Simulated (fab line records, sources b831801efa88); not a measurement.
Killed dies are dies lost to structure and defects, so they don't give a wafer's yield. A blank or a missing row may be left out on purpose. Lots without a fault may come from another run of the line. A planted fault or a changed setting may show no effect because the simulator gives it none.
Which tool did it? | flow sky130 | 13 lots, 39 wafers sampled, at 3 steps of a route of 708

WHAT THE GAUGES READ, wafer by wafer
SKY_VIA1_RS_MEAS_22: measures by four-point-probe.
lot  | measured     | on            | VIA1_W_RS (ohm/sq)
L908 | day 34 17:56 | film_metro-03 | 0.428 0.429 0.425
L910 | day 35 03:13 | film_metro-01 | 0.399 0.400 0.402 0.399 0.401 0.402
L912 | day 35 12:53 | film_metro-04 | 0.401 0.394 0.400 0.401 0.394 0.399
L914 | day 36 15:36 | film_metro-04 | 0.425 0.420 0.426
L918 | day 37 17:07 | film_metro-03 | 0.411 0.416 0.410
L924 | day 39 00:50 | film_metro-04 | 0.426 0.421 0.425
L923 | day 39 05:05 | film_metro-04 | 0.425 0.425 0.426
L926 | day 39 15:17 | film_metro-04 | 0.423 0.429 0.425
L927 | day 39 22:56 | film_metro-03 | 0.429 0.429 0.424
L928 | day 40 05:09 | film_metro-03 | 0.425 0.412 0.415
L929 | day 40 11:07 | film_metro-01 | 0.417 0.422 0.422
L931 | day 40 17:09 | film_metro-04 | 0.425 0.423 0.417
L930 | day 40 18:19 | film_metro-04 | 0.430 0.424 0.427

SKY_VIA1_THK_MEAS_23: measures by xrf.
lot  | measured     | on            | VIA1_W_THK (nm)
L908 | day 34 18:02 | film_metro-03 | 269 268 271
L910 | day 35 06:19 | film_metro-01 | 291 292 289 292 290 289
L912 | day 35 14:14 | film_metro-04 | 289 295 290 289 294 289
L914 | day 36 15:43 | film_metro-04 | 275 277 276
L918 | day 37 17:14 | film_metro-03 | 280 276 282
L924 | day 39 00:57 | film_metro-04 | 271 277 273
L923 | day 39 05:12 | film_metro-04 | 272 271 272
L926 | day 39 15:25 | film_metro-04 | 276 271 272
L927 | day 39 23:03 | film_metro-03 | 268 268 273
L928 | day 40 05:16 | film_metro-03 | 271 280 279
L929 | day 40 11:13 | film_metro-01 | 277 275 273
L931 | day 40 17:16 | film_metro-04 | 272 275 279
L930 | day 40 18:26 | film_metro-04 | 271 274 273

WHICH TOOL RAN EACH LOT (tool, then ch and the chambers of the sampled wafers, then the start)
lot  | SKY_VIA1_CVD_21
L908 | cvd_w-02 ch 0,1, day 34 17:50
L910 | cvd_w-02 ch 0,1, day 35 03:07
L912 | cvd_w-02 ch 0,1, day 35 12:47
L914 | cvd_w-01 ch 0, day 36 15:29
L918 | cvd_w-01 ch 1, day 37 17:02
L924 | cvd_w-02 ch 0,1, day 39 00:44
L923 | cvd_w-02 ch 0,1, day 39 04:59
L926 | cvd_w-02 ch 0,1, day 39 15:12
L927 | cvd_w-02 ch 0,1, day 39 22:50
L928 | cvd_w-01 ch 0,1, day 40 05:02
L929 | cvd_w-01 ch 0,1, day 40 11:00
L931 | cvd_w-02 ch 0,1, day 40 17:04
L930 | cvd_w-02 ch 0,1, day 40 18:14
- SKY_VIA1_CVD_21: deposits W, target thk 270 nm, time 80.902 s.

WHAT THE TOOLS THEMSELVES READ (means of the sampled wafers that have a number; where no wafer has one, the mark that the record gives instead)
SKY_VIA1_CVD_21.
lot  | tool     | chamber_pressure_Torr (Torr) | heater_power_w (W)
L908 | cvd_w-02 | 40.01                        | 907
L910 | cvd_w-02 | 44.66                        | 900
L912 | cvd_w-02 | 44.56                        | 899
L914 | cvd_w-01 | 40.10                        | 811
L918 | cvd_w-01 | 40.15                        | 1033
L924 | cvd_w-02 | 40.06                        | 902
L923 | cvd_w-02 | 39.95                        | 971
L926 | cvd_w-02 | 40.05                        | 902
L927 | cvd_w-02 | 40.07                        | 899
L928 | cvd_w-01 | 40.12                        | 904
L929 | cvd_w-01 | 40.10                        | 824
L931 | cvd_w-02 | 39.97                        | 979
L930 | cvd_w-02 | 39.97                        | 896

THE ANSWER, worked out from the rows above alone
Rule: what is usual is taken from the lots themselves. Put in order of their means at a reading, lots are off if they are a third of the lots or fewer, leave a main group of 4 or more, and stand apart from it by a gap of 3 or more times the standard deviation of the main group's means; of several such gaps the widest counts. A main group whose means are all the same, to the digits that the tables above print for the reading, isn't used. A lot without any number at a reading at which 4 lots or more have one is off too. The other lots that the step has rows for count as sound. The gauges are gone through in route order, then the tools' own readings, and for those a lot's mean is taken as printed above. The first step at which some lot is off is used, and at that step the reading that is off furthest; a lot without a number counts as furthest.
Off: L910, L912, at SKY_VIA1_THK_MEAS_23 (VIA1_W_THK). The main group: mean 274 nm, standard deviation 2.9.
A tool fits if, at a process step before that reading, it ran every lot that is off, and no sound lot after the first of them. The gauges at SKY_VIA1_THK_MEAS_23 aren't tried: what is off there is off at SKY_VIA1_CVD_21 too, on other tools, and a gauge's error can't cause that. None of those tried fits.

WHAT THE SIMULATOR HAD PUT IN
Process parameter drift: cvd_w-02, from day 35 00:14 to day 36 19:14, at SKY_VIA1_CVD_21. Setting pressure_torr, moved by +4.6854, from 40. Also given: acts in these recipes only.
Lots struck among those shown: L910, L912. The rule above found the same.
